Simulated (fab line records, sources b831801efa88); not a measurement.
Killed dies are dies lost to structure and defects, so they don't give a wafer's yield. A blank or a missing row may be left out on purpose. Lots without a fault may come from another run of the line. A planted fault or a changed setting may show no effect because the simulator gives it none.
Which tool did it? | flow gf180mcu | 6 lots, 18 wafers sampled, at 3 steps of a route of 602

WHAT THE GAUGES READ, wafer by wafer
GF_M1_CD_MEAS_14: target cd 230 nm.
lot  | measured     | on        | cd_nm (nm)
L932 | day 17 05:14 | cd_sem-01 | 230.8 231.6 231.3
L937 | day 19 08:35 | cd_sem-01 | 227.8 228.4 229.3
L939 | day 19 21:28 | cd_sem-02 | 228.4 229.2 229.3
L947 | day 23 03:15 | cd_sem-02 | 232.2 233.1 231.5
L949 | day 23 16:35 | cd_sem-02 | 243.8 243.7 244.8
L953 | day 25 08:05 | cd_sem-01 | 230.5 231.0 229.7

WHICH TOOL RAN EACH LOT (tool, then ch and the chambers of the sampled wafers, then the start)
lot  | GF_CONTACT_SPUTTER_22        | GF_M1_EXPOSE_11
L932 | pvd_sputter-01, day 16 06:35 | krf_scanner-01 ch 0, day 16 18:32
L937 | pvd_sputter-02, day 18 08:09 | krf_scanner-01 ch 0, day 18 20:36
L939 | pvd_sputter-01, day 18 20:03 | krf_scanner-02 ch 0, day 19 09:37
L947 | pvd_sputter-02, day 22 03:26 | krf_scanner-02 ch 0, day 22 16:00
L949 | pvd_sputter-02, day 22 17:09 | krf_scanner-01 ch 0, day 23 06:08
L953 | pvd_sputter-03, day 24 09:48 | krf_scanner-02 ch 0, day 24 21:21
- GF_CONTACT_SPUTTER_22: material Ti, target thk 15 nm, time 80.02 s.
- GF_M1_EXPOSE_11: exposes mask Metal1, target cd 230 nm.

THE ANSWER, worked out from the rows above alone
Rule: what is usual is taken from the lots themselves. Put in order of their means at a reading, lots are off if they are a third of the lots or fewer, leave a main group of 4 or more, and stand apart from it by a gap of 3 or more times the standard deviation of the main group's means; of several such gaps the widest counts. A main group whose means are all the same, to the digits that the tables above print for the reading, isn't used. A lot without any number at a reading at which 4 lots or more have one is off too. The other lots that the step has rows for count as sound.
Off: L949, at GF_M1_CD_MEAS_14 (cd_nm). The main group: mean 230.3 nm, standard deviation 1.4.
A tool fits if, at a process step before that reading, it ran every lot that is off, and no sound lot after the first of them. The gauges at GF_M1_CD_MEAS_14 are tried like those tools. Can't be told from this: 3 tools fit, pvd_sputter-02 at GF_CONTACT_SPUTTER_22, krf_scanner-01 at GF_M1_EXPOSE_11, cd_sem-02 at GF_M1_CD_MEAS_14.

WHAT THE SIMULATOR HAD PUT IN
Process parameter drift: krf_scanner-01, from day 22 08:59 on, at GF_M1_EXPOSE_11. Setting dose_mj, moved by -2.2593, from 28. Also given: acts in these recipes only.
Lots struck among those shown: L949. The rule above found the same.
